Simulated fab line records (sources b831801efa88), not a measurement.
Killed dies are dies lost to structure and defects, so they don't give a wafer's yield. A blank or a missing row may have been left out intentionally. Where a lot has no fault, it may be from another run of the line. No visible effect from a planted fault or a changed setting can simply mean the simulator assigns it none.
fab line records    flow sfq-line
[record] lots = 6  wafers = 18  last-day = 92
route steps=325 shown I0@53 M1@58
lots untouched by any fault: they come from a run of this same line in which no faults occurred
start-h: start of the lot's first displayed wafer, in hours after the record's first day    wait-h: hours from the lot's prior step to this one    " as in the row above    L1.1+2: a row that stands for several wafers    - either no value or no given start    * or withheld: withheld    < > ~ a bound
route shown NAME@n: a module of which the file shows steps, and the number in the route of the first    usual: mean and standard deviation over wafers with no fault    same: alike in all rows    chamber/n: place in a boat    sites: the reading at each site    _std_site: standard deviation across them    _edge_site: outer sites' mean less inner sites'    radius-mm: how far each site lies from the wafer's centre    mask NAME#n: copy n    behind: the tool/chamber that last shaped the wafer    hold: what put the lot on hold/how long, in hours/how the hold closed    device: the transistor (n, p or np) that didn't switch    end of line: the same wafers' tests at the end of the route    a step with no rows: only its recipe    killed: count of dies lost to structure and defects at first sort (not the wafer's yield)    map: per-die view of a wafer (x killed, . not killed, _ where there is no die)
set.NAME: the setting as run; set.NAME@STEP: as run at that earlier step    model.NAME: the simulator's own value behind a step, which no gauge read
a table for each step, a row for each wafer; lots at some steps of the route
services: when a tool's chamber went out of use (start-h, in hours from the record's first day, below 0 if earlier), for how many hours, and the reason
[[steps]]
[step SFQ_I0_OVL_MEAS_908]
[usual] I0_OVL = 2/5.7
lot.wafer  tool        chamber  start-h  wait-h  I0_OVL[nm]
L595.2     overlay-02  -        397.79   0.1     -6
L595.3     "           -        "        "       -3
L595.6     "           -        "        "       -4
L599.3     overlay-02  -        421.19   0.1     6
L599.5     "           -        "        "       9
L599.6     "           -        "        "       6
L600.3     overlay-01  -        446.39   0.1     2
L600.4     "           -        "        "       -4
L600.6     "           -        "        "       -4
L606.1     overlay-02  -        494.51   0.1     5
L606.3     "           -        "        "       -1
L606.4     "           -        "        "       9
L615.1     overlay-01  -        567.01   0.1     3
L615.3     "           -        "        "       5
L615.5     "           -        "        "       -1
L617.2     overlay-02  -        573.01   0.1     -1
L617.3     "           -        "        "       -1
L617.4     "           -        "        "       1
[step SFQ_TRILAYER_I0_VIA_BARC_OPEN_VIA_ETCH_046]
[recipe] mask-material = PR  chemistry = O2  target-depth-nm = 125  target = BARC  source-w = 500  bias-w = 80  pressure-mtorr = 30  time-s = 41.7
[usual] drypump-motor-current-A = 5.9/0.46  oes-product-au = 0.685/0.0045
lot.wafer  tool         chamber  start-h  wait-h  drypump-motor-current-A  oes-product-au  rf-hours-counter-h
L595.2     rie-diel-01  2        397.82   0.0     6.0                      0.689           0
L595.3     "            3        "        "       5.6                      0.690           61
L595.6     "            1        "        "       6.3                      0.690           -
L599.3     rie-diel-01  0        421.22   0.0     5.6                      0.686           45
L599.5     "            2        "        "       6.0                      0.689           -
L599.6     "            3        "        "       5.6                      0.688           -
L600.3     rie-diel-04  1        446.42   0.0     6.7                      0.679           10
L600.4     "            3        "        "       5.9                      0.679           69
L600.6     "            1        "        "       6.7                      0.696           -
L606.1     rie-diel-04  1        494.54   0.0     6.7                      0.681           11
L606.3     "            2        "        "       5.6                      0.679           4
L606.4     "            3        "        "       5.9                      0.682           70
L615.1     rie-diel-01  3        567.04   0.0     5.6                      0.685           63
L615.3     "            1        "        "       6.3                      0.691           36
L615.5     "            2        "        "       6.0                      0.689           -
L617.2     rie-diel-01  2        573.04   0.0     6.0                      0.682           3
L617.3     "            3        "        "       5.6                      0.688           63
L617.4     "            1        "        "       6.3                      0.689           37
[step SFQ_TRILAYER_I0_VIA_ETCH_VIA_ETCH_034]
[recipe] target = SiO2  stop-on = Nb  mask-material = PR  taper-deg = 20  chemistry = CHF3  target-depth-nm = 260  source-w = 500  bias-w = 80  pressure-mtorr = 30  time-s = withheld
[usual] drypump-motor-current-A = 5.9/0.46  oes-product-au = 0.862/0.006
lot.wafer  tool         chamber  start-h  wait-h  drypump-motor-current-A  oes-product-au
L595.2     rie-diel-01  2        397.86   0.0     6.0                      0.865
L595.3     "            3        "        "       5.5                      0.862
L595.6     "            1        "        "       6.3                      0.853
L599.3     rie-diel-01  0        421.26   0.0     5.7                      0.873
L599.5     "            2        "        "       6.0                      0.867
L599.6     "            3        "        "       5.6                      0.868
L600.3     rie-diel-04  1        446.46   0.0     6.7                      0.860
L600.4     "            3        "        "       5.8                      0.865
L600.6     "            1        "        "       6.7                      0.865
L606.1     rie-diel-04  1        494.58   0.0     6.6                      0.862
L606.3     "            2        "        "       5.6                      0.863
L606.4     "            3        "        "       5.8                      0.853
L615.1     rie-diel-01  3        567.08   0.0     5.6                      0.860
L615.3     "            1        "        "       6.3                      0.859
L615.5     "            2        "        "       6.0                      0.859
L617.2     rie-diel-01  2        573.08   0.0     6.0                      0.850
L617.3     "            3        "        "       5.6                      0.850
L617.4     "            1        "        "       6.3                      0.861
[step SFQ_TRILAYER_I0_VIA_STRIP_STRIP_035]
[recipe] gas = O2  power-w = 200  platen-temp-c = 40  overash-fraction = 0.65  chemistry = O2  pressure-mtorr = 50
[usual] drypump-motor-current-A = 5.99/0.16  oes-product-au = 0.999/0.0094
[same] overash-fraction = 0.65
lot.wafer  tool          chamber  start-h  wait-h  drypump-motor-current-A  oes-product-au  rf-hours-counter-h
L595.2     rie-metal-04  1        397.98   -       6.01                     0.990           51
L595.3     "             0        "        "       5.81                     0.997           -
L595.6     "             1        "        "       6.01                     0.996           -
L599.3     rie-metal-01  1        421.57   -       6.00                     1.003           -
L599.5     "             1        "        "       6.01                     1.009           -
L599.6     "             0        "        "       6.10                     0.995           -
L600.3     rie-metal-04  1        446.77   -       6.01                     0.982           -
L600.4     "             0        "        "       5.79                     1.001           -
L600.6     "             0        "        "       5.82                     1.001           -
L606.1     rie-metal-01  1        494.70   -       5.97                     1.002           101
L606.3     "             0        "        "       6.08                     0.998           -
L606.4     "             1        "        "       5.97                     1.011           -
L615.1     rie-metal-01  0        567.20   -       6.08                     0.993           41
L615.3     "             1        "        "       5.98                     1.003           -
L615.5     "             1        "        "       5.98                     0.998           -
L617.2     rie-metal-04  1        573.20   -       6.01                     1.001           73
L617.3     "             0        "        "       5.82                     1.023           -
L617.4     "             1        "        "       6.00                     1.005           -
[step SFQ_TRILAYER_I0_VIA_STRIP_SOLV_CLEAN_036]
[recipe] chemistry = NMP  temp-c = 70  time-s = 600
[step SFQ_TRILAYER_M1_DEP_PRE_CLEAN_038]
[recipe] gas = Ar  time-s = 22.5  bias-v = 250
[step SFQ_TRILAYER_M1_DEP_SPUTTER_037]
[recipe] material = Nb  base-pressure-pa = 1.33e-06  chamber-pressure-pa = 0.1333  substrate-temp-c = 20  resputter-cathode-voltage-v = 400  target-thk-nm = 200  power-w = 2000  time-s = 133.3
[usual] throttle-valve-pct = 30.5/0.98
lot.wafer  tool            chamber  start-h  wait-h  throttle-valve-pct
L595.2     pvd-sputter-06  -        398.78   0.0     30.5
L595.3     "               -        "        "       30.9
L595.6     "               -        "        "       32.8
L599.3     pvd-sputter-03  -        422.18   0.0     30.5
L599.5     "               -        "        "       30.3
L599.6     "               -        "        "       28.8
L600.3     pvd-sputter-03  -        447.38   0.0     30.1
L600.4     "               -        "        "       28.5
L600.6     "               -        "        "       32.2
L606.1     pvd-sputter-06  -        495.50   0.0     29.6
L606.3     "               -        "        "       32.5
L606.4     "               -        "        "       30.2
L615.1     pvd-sputter-05  -        568.00   0.0     29.8
L615.3     "               -        "        "       30.9
L615.5     "               -        "        "       31.2
L617.2     pvd-sputter-05  -        574.00   0.0     30.2
L617.3     "               -        "        "       30.0
L617.4     "               -        "        "       31.1
[step SFQ_M1_RS_MEAS_909]
[recipe] thk-meas-gauge = four-point-probe  reads = Nb_of_TRILAYER_M1_DEP_SPUTTER_037
[usual] M1_NB_RS = 0.894/0.012
lot.wafer  tool           chamber  start-h  wait-h  M1_NB_RS[ohm/sq]
L595.2     film-metro-02  -        398.89   0.1     0.913
L595.3     "              -        "        "       0.903
L595.6     "              -        "        "       0.888
L599.3     film-metro-02  -        422.31   0.1     0.883
L599.5     "              -        "        "       0.883
L599.6     "              -        "        "       0.893
L600.3     film-metro-02  -        447.51   0.1     0.878
L600.4     "              -        "        "       0.892
L600.6     "              -        "        "       0.892
L606.1     film-metro-02  -        495.59   0.0     0.891
L606.3     "              -        "        "       0.876
L606.4     "              -        "        "       0.902
L615.1     film-metro-03  -        568.09   0.0     0.884
L615.3     "              -        "        "       0.885
L615.5     "              -        "        "       0.888
L617.2     film-metro-03  -        574.11   0.1     0.892
L617.3     "              -        "        "       0.894
L617.4     "              -        "        "       0.899
[step SFQ_TRILAYER_M1_LITHO_COAT_044]
[recipe] resist = BARC  spin-rpm = 2943  resist-thk-nm = 62
[step SFQ_TRILAYER_M1_LITHO_COAT_039]
[recipe] resist = KrF  spin-rpm = 3000  resist-thk-nm = 600
[step SFQ_TRILAYER_M1_LITHO_SOFTBAKE_043]
[recipe] temp-c = withheld  time-s = withheld  resist = KrF
[step SFQ_TRILAYER_M1_LITHO_EXPOSE_040]
[recipe] mask-id = M1  na = 0.6  source-shape = conventional  sigma-outer = 0.65  target-cd-nm = 500  dose-mj = 14.4
[usual] exposure-dose-mJ-cm2 = 14.403/0.015  focus-offset-nm = 0.0/0.51
lot.wafer  tool            chamber  start-h  wait-h  mask  exposure-dose-mJ-cm2  focus-offset-nm
L595.2     krf-scanner-02  0        548.91   -       M1#0  14.413                0.0
L595.3     "               0        "        "       M1#0  14.400                0.7
L595.6     "               0        "        "       M1#0  14.405                -0.4
L599.3     krf-scanner-02  -        580.31   -       M1#0  -                     -
L599.5     "               -        "        "       M1#0  -                     -
L599.6     "               -        "        "       M1#0  -                     -
L600.3     krf-scanner-02  -        610.31   -       M1#0  -                     -
L600.4     "               -        "        "       M1#0  -                     -
L600.6     "               -        "        "       M1#0  -                     -
L606.1     krf-scanner-02  0        654.98   -       M1#0  14.409                -0.1
L606.3     "               0        "        "       M1#0  14.406                0.5
L606.4     "               0        "        "       M1#0  14.406                -0.3
L615.1     krf-scanner-01  0        725.47   -       M1#0  14.408                0.7
L615.3     "               0        "        "       M1#0  14.401                -0.4
L615.5     "               0        "        "       M1#0  14.419                -0.5
L617.2     krf-scanner-01  0        731.67   -       M1#0  14.398                -0.2
L617.3     "               0        "        "       M1#0  14.411                -0.1
L617.4     "               0        "        "       M1#0  14.396                0.1
[step SFQ_TRILAYER_M1_LITHO_PEB_042]
[recipe] peb-temp-c = 115  peb-time-s = 60  resist = KrF
[[services]]
tool            chamber  start-h  hours  kind
krf-scanner-02  -        396.16   3.6    pm
rie-diel-04     1        397.64   9.3    repair
rie-diel-04     3        405.47   2.4    repair
krf-scanner-02  -        410.15   4.4    pm
rie-diel-04     -        414.49   0.2    repair
krf-scanner-02  -        419.56   4.4    pm
rie-diel-04     2        427.63   6.8    repair
krf-scanner-02  -        444.57   0.6    repair
rie-diel-01     0        445.38   14.0   repair
krf-scanner-02  -        450.05   0.8    pm
krf-scanner-02  -        505.01   1.3    pm
krf-scanner-02  -        513.66   1.0    pm
rie-diel-04     3        533.62   5.1    repair
rie-diel-04     0        542.99   9.6    repair
rie-diel-01     0        578.53   11.0   repair
rie-diel-01     2        586.68   11.7   repair
rie-diel-04     3        586.93   22.5   repair
rie-diel-01     -        606.95   0.7    repair
krf-scanner-02  -        618.75   0.5    repair
krf-scanner-02  -        619.51   0.8    pm
krf-scanner-02  -        681.38   1.3    pm
rie-diel-01     1        704.24   3.1    repair
rie-diel-01     -        721.82   1.3    repair
rie-diel-01     -        721.86   1.1    repair
[[key]]
[first-sign] step = SFQ_TRILAYER_M1_LITHO_EXPOSE_040  reading = tool-record  direction = missing
effect none on later readings
met-at SFQ_TRILAYER_M1_LITHO_EXPOSE_040
struck-wafers L599.3,L599.5,L599.6,L600.3,L600.4,L600.6
onset-between 548.91 580.31
[fault] kind = skipped-step-whole  tool = krf-scanner-02  chamber = -  onset-h = 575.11  steps = SFQ_TRILAYER_M1_LITHO_EXPOSE_040  scope = struck-lots-only
